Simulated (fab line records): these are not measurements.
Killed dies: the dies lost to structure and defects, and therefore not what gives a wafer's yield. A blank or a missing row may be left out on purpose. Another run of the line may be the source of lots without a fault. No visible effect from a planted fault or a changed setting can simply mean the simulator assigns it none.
Which of the tools did it? | flow gf180mcu | 12 lots with 36 wafers sampled at 6 steps, on a route of 602 steps

WHAT THE GAUGES SHOWED, per wafer
GF_M3_RS_MEAS_05: uses a four-point probe to measure. Usual: M3_ALCU_RS typically reads 0.0698 ohm/sq, with standard deviation 0.00092.
lot  | measured     | on            | M3_ALCU_RS (ohm/sq)  | flag
L296 | day 20 15:26 | film_metro-01 | 0.0701 0.0697 0.0705 |
L300 | day 22 11:31 | film_metro-04 | 0.0709 0.0703 0.0699 |
L303 | day 23 15:18 | film_metro-03 | 0.0682 0.0686 0.0687 |
L305 | day 24 05:17 | film_metro-01 | 0.0695 0.0700 0.0691 |
L307 | day 25 03:38 | film_metro-03 | 0.0690 0.0697 0.0693 |
L308 | day 25 05:16 | film_metro-04 | 0.0689 0.0702 0.0707 |
L310 | day 25 18:53 | film_metro-01 | 0.0681 0.0690 0.0687 |
L311 | day 26 03:49 | film_metro-03 | 0.0698 0.0704 0.0703 |
L312 | day 26 07:25 | film_metro-04 | 0.0695 0.0695 0.0688 |
L313 | day 26 23:56 | film_metro-04 | 0.0711 0.0707 0.0704 |
L314 | day 27 01:54 | film_metro-04 | 0.0699 0.0716 0.0687 |
L318 | day 28 04:49 | film_metro-01 | 0.0708 0.0698 0.0696 |

GF_V3_THK_MEAS_03. Usual: V3_CVD_02_THK typically reads 852 nm, with standard deviation 12.
lot  | measured     | on            | V3_CVD_02_THK (nm) | flag
L296 | day 21 16:13 | film_metro-02 | 849 848 876        |
L300 | day 24 02:01 | film_metro-04 | 860 848 872        |
L303 | day 24 12:37 | film_metro-01 | 842 878 854        |
L305 | day 25 04:37 | film_metro-04 | 852 841 881        |
L307 | day 26 01:55 | film_metro-02 | 862 836 867        |
L308 | day 26 03:37 | film_metro-02 | 862 849 864        |
L310 | day 26 16:11 | film_metro-01 | 268 874 276        | OFF
L311 | day 27 01:32 | film_metro-02 | 267 852 851        | OFF
L312 | day 27 05:35 | film_metro-01 | 848 866 263        | OFF
L313 | day 27 20:41 | film_metro-01 | 846 848 865        |
L314 | day 27 23:14 | film_metro-02 | 850 826 857        |
L318 | day 29 00:44 | film_metro-02 | 846 827 836        |

GF_V3_BOW_MEAS_05. Usual: V3_BOW typically reads 117 um, with standard deviation 8.7.
lot  | measured     | on            | V3_BOW (um) | flag
L296 | day 21 16:35 | film_metro-04 | 104 105 110 |
L300 | day 24 02:22 | film_metro-04 | 109 129 116 |
L303 | day 24 12:58 | film_metro-04 | 125 139 124 |
L305 | day 25 04:58 | film_metro-04 | 124 113 113 |
L307 | day 26 02:17 | film_metro-02 | 117 115 126 |
L308 | day 26 03:58 | film_metro-02 | 114 117 116 |
L310 | day 26 16:34 | film_metro-04 | 113 113 116 |
L311 | day 27 01:58 | film_metro-02 | 105 120 123 |
L312 | day 27 05:58 | film_metro-04 | 110 114 102 |
L313 | day 27 21:03 | film_metro-04 | 106 106 117 |
L314 | day 27 23:36 | film_metro-02 | 113 127 122 |
L318 | day 29 01:05 | film_metro-01 | 127 132 123 |

GF_V3_OVL_MEAS_15. Usual: V3_OVL typically reads -1 nm, with standard deviation 5.
lot  | measured     | on         | V3_OVL (nm) | flag
L296 | day 22 16:35 | overlay-02 | 1 -6 -4     |
L300 | day 25 00:08 | overlay-01 | -2 -5 -6    |
L303 | day 25 10:32 | overlay-01 | -7 -5 -5    |
L305 | day 26 02:14 | overlay-01 | 5 1 -5      |
L307 | day 26 23:38 | overlay-02 | -6 -1 -1    |
L308 | day 27 00:49 | overlay-01 | -5 -2 -4    |
L310 | day 27 13:05 | overlay-02 | -5 2 -8     |
L311 | day 27 22:40 | overlay-02 | -1 1 -13    |
L312 | day 28 01:44 | overlay-02 | 4 11 -1     |
L313 | day 28 17:11 | overlay-02 | -6 -6 -4    |
L314 | day 28 18:47 | overlay-02 | -5 4 1      |
L318 | day 29 20:05 | overlay-01 | -12 -9 -9   |

EACH LOT AND THE TOOL THAT RAN IT (in order: tool; ch and the chambers of the sampled wafers; start)
lot  | GF_V3_CVD_02                    | GF_V3_CMP_04
L296 | pecvd-01 ch 0,1,2, day 21 16:07 | cmp-02 ch 0,1, day 21 16:15
L300 | pecvd-01 ch 0,1,2, day 24 01:56 | cmp-02 ch 0,1,2, day 24 02:04
L303 | pecvd-04 ch 0,1,2, day 24 12:32 | cmp-01 ch 0,1,3, day 24 12:46
L305 | pecvd-02 ch 0,1,2, day 25 04:32 | cmp-02 ch 0,2, day 25 04:40
L307 | pecvd-02 ch 0,1,2, day 26 01:50 | cmp-02 ch 0,1,3, day 26 02:01
L308 | pecvd-04 ch 1,2, day 26 03:32   | cmp-01 ch 0,2, day 26 03:43
L310 | pecvd-04 ch 0,1, day 26 16:07   | cmp-01 ch 2,3, day 26 16:17
L311 | pecvd-04 ch 0,1,2, day 27 01:28 | cmp-02 ch 0,2,3, day 27 01:40
L312 | pecvd-04 ch 0,1, day 27 05:29   | cmp-01 ch 0,1,3, day 27 05:43
L313 | pecvd-01 ch 0,1,2, day 27 20:36 | cmp-01 ch 0,2,3, day 27 20:47
L314 | pecvd-02 ch 0,1, day 27 23:09   | cmp-01 ch 0,2,3, day 27 23:17
L318 | pecvd-02 ch 0,1,2, day 29 00:40 | cmp-01 ch 0,2, day 29 00:47
- GF_V3_CVD_02: deposits SiO2 from TEOS, target thk 850 nm, time 94.851 s.
- GF_V3_CMP_04: polishes SiO2.

AS READ BY THE TOOLS THEMSELVES (means over the sampled wafers that have a number; for cases with no such wafer, the mark the record gives instead)
GF_V3_CVD_02. Usual: heater_power_w 720 W, standard deviation 79; run_length_s 122.9 s, standard deviation 0.55; susceptor_temp_C 399.99 C, standard deviation 0.21.
lot  | tool     | heater_power_w (W) | run_length_s (s) | susceptor_temp_C (C) | flag
L296 | pecvd-01 | 739                | 123.0            | 400.08               |
L300 | pecvd-01 | 728                | 122.6            | 399.95               |
L303 | pecvd-04 | 636                | 123.3            | 399.93               |
L305 | pecvd-02 | 760                | 122.5            | 399.96               |
L307 | pecvd-02 | 746                | 122.6            | 400.32               |
L308 | pecvd-04 | 692                | 123.3            | 399.99               |
L310 | pecvd-04 | 579                | 80.1             | 399.90               | OFF
L311 | pecvd-04 | 620                | 101.6            | 400.06               | OFF
L312 | pecvd-04 | 653                | 101.4            | 399.80               | OFF
L313 | pecvd-01 | 718                | 122.6            | 399.93               |
L314 | pecvd-02 | 739                | 122.5            | 400.04               |
L318 | pecvd-02 | 740                | 122.6            | 399.93               |

GF_V3_CMP_04. Usual: motor_current_A 12.1 A, standard deviation 1.2; time_to_endpoint_s 80 s, standard deviation 6.4.
lot  | tool   | motor_current_A (A) | time_to_endpoint_s (s) | flag
L296 | cmp-02 | 12.2                | 79                     |
L300 | cmp-02 | 12.7                | 83                     |
L303 | cmp-01 | 10.8                | 87                     |
L305 | cmp-02 | 12.4                | 83                     |
L307 | cmp-02 | 12.5                | 78                     |
L308 | cmp-01 | 10.5                | 83                     |
L310 | cmp-01 | 12.0                | 36                     | OFF
L311 | cmp-02 | 12.2                | 56                     | OFF
L312 | cmp-01 | 10.7                | 57                     | OFF
L313 | cmp-01 | 11.2                | 79                     |
L314 | cmp-01 | 11.4                | 76                     |
L318 | cmp-01 | 11.7                | 78                     |

THE ANSWER, worked out from the rows above alone
Rule: a lot is off if the mean of its wafers that have a number lies more than 3 standard deviations from the usual mean. Also off: a lot with no number at a reading for which 4 or more lots have one. All remaining lots with rows at the step are treated as sound. After the gauges, taken in route order, come the tools' own readings; for these a lot's mean is taken, as printed above. At the first step where some lot is off, the reading lying furthest off is the one used; lots without a number count as furthest.
Off: L310, L311, L312, at GF_V3_THK_MEAS_03 (V3_CVD_02_THK).
If a tool, at a process step before that reading, ran all the lots that are off and no sound lot after the first of them, it fits. The gauges at GF_V3_THK_MEAS_03 aren't tried: what is off there is off at GF_V3_CVD_02 too, on other tools, and a gauge's error can't cause that. One fits: pecvd-04 at GF_V3_CVD_02. A fault onset in the window from L308 (day 26 03:32, its last sound lot) to L310 (day 26 16:07, its first lot off) fits.
The tool's own readings at GF_V3_CVD_02 bear it out: on the lots that are off they differ by more than 5 times the standard deviation of the sound lots' means. run_length_s reads 94.4 s there against 122.8 s on the sound lots.

WHAT THE SIMULATOR PUT IN
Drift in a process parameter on pecvd-04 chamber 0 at GF_V3_CVD_02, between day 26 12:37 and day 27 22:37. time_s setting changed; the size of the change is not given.
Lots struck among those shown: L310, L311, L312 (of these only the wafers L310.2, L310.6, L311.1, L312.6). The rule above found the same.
